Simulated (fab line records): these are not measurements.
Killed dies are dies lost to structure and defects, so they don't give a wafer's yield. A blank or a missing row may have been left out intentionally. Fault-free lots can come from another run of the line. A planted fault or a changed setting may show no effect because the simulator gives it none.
fab line records -- flow sky130
record: lots: 14, wafers: 42, last_day: 50
route steps=708 shown VT_ADJUST_HVTR@139 POLY_GATE@236 LDD_LDN@294 SD_P@328
lots with no fault: from the same line, run without faults
start_h: hours from the record's opening day to when the first of the lot's shown wafers began -- wait_h: hours since the lot's step before -- " same as the row above -- L1.1+2: several wafers, shown together as one row -- - no value, or no start given -- * or withheld: withheld -- < > ~ a bound
route shown NAME@n: NAME is a module with steps in the file, n the number in the route of the first one -- usual: mean/standard deviation of fault-free wafers -- same: alike in all rows -- chamber/n: place in a boat -- sites: readings site by site -- _std_site: standard deviation of those values -- _edge_site: inner sites' mean taken away from outer sites' mean -- radius_mm: for every site, how far away it sits from the centre of the wafer -- mask NAME#n: copy n -- behind: the last tool/chamber to shape the wafer -- hold: cause of the lot's hold/its duration in hours/its outcome -- device: names the non-switching transistor (n, p or np) -- end of line: tests run on the same wafers once the route is complete -- step lacking rows: just its recipe -- killed: at the first sort, the dies lost to defects and structure; wafer yield is something else -- map: a wafer's dies, marking killed ones x, the rest . and places with no die _
set.NAME: the setting that was run; set.NAME@STEP: the one run at that earlier step -- model.NAME: the simulator's own value behind a step, which no gauge read
the route's steps for a sample of lots (tables are steps, rows are wafers)
services: a tool's chamber out of use, with start hour (start_h, from the record's first day; less than 0 if before it), hours out, and reason
== steps ==
step: SKY_VT_ADJUST_HVTR_OVL_MEAS_08
usual: VT_ADJUST_HVTR_OVL: 0.7/1.4
lot.wafer,tool,chamber,start_h,wait_h,VT_ADJUST_HVTR_OVL[nm]
L438.1,overlay-02,-,210.50,0.1,0.6
L438.4,overlay-02,-,210.50,0.1,0.0
L438.6,overlay-02,-,210.50,0.1,0.4
L442.2,overlay-02,-,234.65,0.1,1.7
L442.5,overlay-02,-,234.65,0.1,3.4
L442.6,overlay-02,-,234.65,0.1,2.7
L443.2,overlay-02,-,237.55,0.1,2.9
L443.3,overlay-02,-,237.55,0.1,3.1
L443.4,overlay-02,-,237.55,0.1,4.0
L444.1,overlay-01,-,247.84,0.1,0.2
L444.3,overlay-01,-,247.84,0.1,-0.3
L444.5,overlay-01,-,247.84,0.1,0.4
L449.1,overlay-01,-,281.64,0.1,4.4
L449.4,overlay-01,-,281.64,0.1,1.8
L449.6,overlay-01,-,281.64,0.1,0.5
L451.1,overlay-02,-,300.56,0.1,1.9
L451.2,overlay-02,-,300.56,0.1,-0.6
L451.6,overlay-02,-,300.56,0.1,1.9
L452.2,overlay-01,-,314.65,0.1,-1.2
L452.5,overlay-01,-,314.65,0.1,1.3
L452.6,overlay-01,-,314.65,0.1,-0.7
L453.3,overlay-01,-,320.91,0.1,-0.4
L453.4,overlay-01,-,320.91,0.1,3.2
L453.6,overlay-01,-,320.91,0.1,2.3
L454.1,overlay-02,-,326.36,0.1,1.7
L454.2,overlay-02,-,326.36,0.1,1.3
L454.4,overlay-02,-,326.36,0.1,1.3
L456.2,overlay-01,-,336.66,0.1,-2.1
L456.5,overlay-01,-,336.66,0.1,0.0
L456.6,overlay-01,-,336.66,0.1,0.9
L457.1,overlay-01,-,347.44,0.1,0.8
L457.4,overlay-01,-,347.44,0.1,2.9
L457.5,overlay-01,-,347.44,0.1,2.4
L458.1,overlay-02,-,359.59,0.1,-0.7
L458.3,overlay-02,-,359.59,0.1,-2.2
L458.6,overlay-02,-,359.59,0.1,-1.4
L459.1,overlay-02,-,366.69,0.1,0.8
L459.3,overlay-02,-,366.69,0.1,3.3
L459.5,overlay-02,-,366.69,0.1,0.0
L460.2,overlay-02,-,370.24,0.1,1.3
L460.4,overlay-02,-,370.24,0.1,1.4
L460.6,overlay-02,-,370.24,0.1,-0.9
step: SKY_POLY_GATE_CD_MEAS_22
usual: cd_nm: 149.0/2.4
lot.wafer,tool,chamber,start_h,wait_h,cd_nm
L438.1,cd_sem-02,-,376.27,0.1,152.9
L438.4,cd_sem-02,-,376.27,0.1,151.5
L438.6,cd_sem-02,-,376.27,0.1,153.4
L443.2,cd_sem-02,-,407.73,0.1,146.2
L443.3,cd_sem-02,-,407.73,0.1,151.9
L443.4,cd_sem-02,-,407.73,0.1,150.4
L442.2,cd_sem-02,-,415.92,0.1,151.1
L442.5,cd_sem-02,-,415.92,0.1,147.6
L442.6,cd_sem-02,-,415.92,0.1,150.3
L444.1,cd_sem-01,-,427.33,0.1,146.9
L444.3,cd_sem-01,-,427.33,0.1,149.9
L444.5,cd_sem-01,-,427.33,0.1,146.8
L449.1,cd_sem-01,-,469.66,0.2,146.4
L449.4,cd_sem-01,-,469.66,0.2,150.5
L449.6,cd_sem-01,-,469.66,0.2,149.2
L451.1,cd_sem-01,-,495.27,0.1,151.7
L451.2,cd_sem-01,-,495.27,0.1,147.4
L451.6,cd_sem-01,-,495.27,0.1,150.4
L452.2,cd_sem-01,-,511.40,0.1,148.4
L452.5,cd_sem-01,-,511.40,0.1,151.0
L452.6,cd_sem-01,-,511.40,0.1,148.8
L454.1,cd_sem-02,-,521.08,0.1,147.9
L454.2,cd_sem-02,-,521.08,0.1,149.3
L454.4,cd_sem-02,-,521.08,0.1,149.0
L453.3,cd_sem-02,-,523.48,0.1,146.6
L453.4,cd_sem-02,-,523.48,0.1,149.0
L453.6,cd_sem-02,-,523.48,0.1,147.7
L456.2,cd_sem-02,-,537.45,0.1,149.3
L456.5,cd_sem-02,-,537.45,0.1,155.3
L456.6,cd_sem-02,-,537.45,0.1,151.0
L457.1,cd_sem-02,-,544.03,0.1,152.5
L457.4,cd_sem-02,-,544.03,0.1,149.0
L457.5,cd_sem-02,-,544.03,0.1,150.1
L458.1,cd_sem-02,-,559.43,0.1,151.5
L458.3,cd_sem-02,-,559.43,0.1,148.7
L458.6,cd_sem-02,-,559.43,0.1,150.9
L459.1,cd_sem-01,-,564.87,0.1,149.8
L459.3,cd_sem-01,-,564.87,0.1,150.3
L459.5,cd_sem-01,-,564.87,0.1,146.2
L460.2,cd_sem-01,-,566.15,0.1,146.6
L460.4,cd_sem-01,-,566.15,0.1,144.8
L460.6,cd_sem-01,-,566.15,0.1,146.7
step: SKY_LDD_LDN_PEB_05
recipe: temp_c: withheld, time_s: *, resist: NOVOLAK
usual: chill_plate_temp_C: *, exhaust_pa: 45.0/1
lot.wafer,tool,chamber,start_h,wait_h,chill_plate_temp_C,exhaust_pa
L438.1,litho_track-04,0,527.22,-,*,44.8
L438.4,litho_track-04,0,527.22,-,*,47.1
L438.6,litho_track-04,0,527.22,-,*,44.1
L443.2,litho_track-04,0,560.39,-,*,46.1
L443.3,litho_track-04,0,560.39,-,*,45.6
L443.4,litho_track-04,0,560.39,-,*,45.9
L442.2,litho_track-04,-,567.29,-,-,-
L442.5,litho_track-04,-,567.29,-,-,-
L442.6,litho_track-04,-,567.29,-,-,-
L444.1,litho_track-04,-,580.87,-,-,-
L444.3,litho_track-04,-,580.87,-,-,-
L444.5,litho_track-04,-,580.87,-,-,-
L449.1,litho_track-01,0,620.38,-,*,45.3
L449.4,litho_track-01,0,620.38,-,*,43.9
L449.6,litho_track-01,0,620.38,-,*,45.3
L451.1,litho_track-01,0,643.48,-,*,46.2
L451.2,litho_track-01,0,643.48,-,*,46.5
L451.6,litho_track-01,0,643.48,-,*,45.0
L452.2,litho_track-02,0,659.25,-,*,44.5
L452.5,litho_track-02,0,659.25,-,*,45.1
L452.6,litho_track-02,0,659.25,-,*,44.2
L454.1,litho_track-04,0,668.42,-,*,45.8
L454.2,litho_track-04,0,668.42,-,*,45.3
L454.4,litho_track-04,0,668.42,-,*,45.4
L453.3,litho_track-02,0,671.12,-,*,44.9
L453.4,litho_track-02,0,671.12,-,*,45.1
L453.6,litho_track-02,0,671.12,-,*,45.5
L456.2,litho_track-01,0,683.11,-,*,44.3
L456.5,litho_track-01,0,683.11,-,*,45.6
L456.6,litho_track-01,0,683.11,-,*,45.0
L457.1,litho_track-04,0,690.27,-,*,44.2
L457.4,litho_track-04,0,690.27,-,*,46.3
L457.5,litho_track-04,0,690.27,-,*,43.2
L458.1,litho_track-04,0,703.27,-,*,45.9
L458.3,litho_track-04,0,703.27,-,*,45.0
L458.6,litho_track-04,0,703.27,-,*,45.2
L459.1,litho_track-02,0,705.57,-,*,45.4
L459.3,litho_track-02,0,705.57,-,*,45.8
L459.5,litho_track-02,0,705.57,-,*,46.7
L460.2,litho_track-04,0,705.64,-,*,47.6
L460.4,litho_track-04,0,705.64,-,*,47.2
L460.6,litho_track-04,0,705.64,-,*,48.4
step: SKY_SD_P_OVL_MEAS_08
usual: SD_P_OVL: 1.2/1.3
lot.wafer,tool,chamber,start_h,wait_h,SD_P_OVL[nm]
L438.1,overlay-01,-,589.59,0.1,0.7
L438.4,overlay-01,-,589.59,0.1,2.0
L438.6,overlay-01,-,589.59,0.1,0.2
L443.2,overlay-01,-,621.95,0.1,1.9
L443.3,overlay-01,-,621.95,0.1,5.3
L443.4,overlay-01,-,621.95,0.1,2.3
L442.2,overlay-01,-,628.21,0.1,2.9
L442.5,overlay-01,-,628.21,0.1,1.4
L442.6,overlay-01,-,628.21,0.1,2.4
L444.1,overlay-02,-,640.60,0.1,2.8
L444.3,overlay-02,-,640.60,0.1,2.8
L444.5,overlay-02,-,640.60,0.1,3.1
L449.1,overlay-01,-,680.55,0.1,1.4
L449.4,overlay-01,-,680.55,0.1,0.9
L449.6,overlay-01,-,680.55,0.1,-0.8
L451.1,overlay-01,-,706.61,4.7,2.0
L451.2,overlay-01,-,706.61,4.7,2.7
L451.6,overlay-01,-,706.61,4.7,1.4
L452.2,overlay-02,-,721.41,0.1,-0.5
L452.5,overlay-02,-,721.41,0.1,2.2
L452.6,overlay-02,-,721.41,0.1,1.3
L454.1,overlay-01,-,724.44,0.1,2.2
L454.2,overlay-01,-,724.44,0.1,3.1
L454.4,overlay-01,-,724.44,0.1,1.7
L453.3,overlay-02,-,725.66,0.1,-1.8
L453.4,overlay-02,-,725.66,0.1,0.2
L453.6,overlay-02,-,725.66,0.1,0.2
L456.2,overlay-02,-,732.46,0.1,1.0
L456.5,overlay-02,-,732.46,0.1,-0.8
L456.6,overlay-02,-,732.46,0.1,1.3
L457.1,overlay-01,-,758.20,0.1,2.7
L457.4,overlay-01,-,758.20,0.1,2.2
L457.5,overlay-01,-,758.20,0.1,0.4
L458.1,overlay-01,-,763.64,0.1,3.5
L458.3,overlay-01,-,763.64,0.1,2.4
L458.6,overlay-01,-,763.64,0.1,1.4
L459.1,overlay-01,-,763.94,0.1,-0.6
L459.3,overlay-01,-,763.94,0.1,0.5
L459.5,overlay-01,-,763.94,0.1,1.1
L460.2,overlay-02,-,767.86,0.1,0.1
L460.4,overlay-02,-,767.86,0.1,-0.9
L460.6,overlay-02,-,767.86,0.1,0.6
== services ==
tool,chamber,start_h,hours,kind
litho_track-04,-,679.15,-,consumable_replace:filter
== key ==
first_sign: step: SKY_LDD_LDN_PEB_05, reading: tool_record, direction: missing
effect none on later readings
met_at SKY_LDD_LDN_PEB_05
struck_lots L442,L444
sort_left_out L442.2,L442.5,L442.6,L444.1,L444.3,L444.5
tester_left_out L442,L444
not_acting_at SKY_VT_ADJUST_HVTR_OVL_MEAS_08,SKY_POLY_GATE_CD_MEAS_22,SKY_SD_P_OVL_MEAS_08
onset_between 560.39 567.29
fault: kind: skipped_step_whole, tool: litho_track-04, chamber: -, onset_h: 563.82, steps: SKY_LDD_LDN_PEB_05, scope: struck_lots_only
tester_left_out: of these lots the tester's yield and bins aren't shown, on N5 and GAA mostly nor the transistor test; their killed dies are dies lost to structure and defects alone, not to doping, threshold or leakage, so they don't give the yield
sort_left_out: the simulated sort isn't trusted on such a fault, so these wafers' sort isn't shown, and their yield isn't known
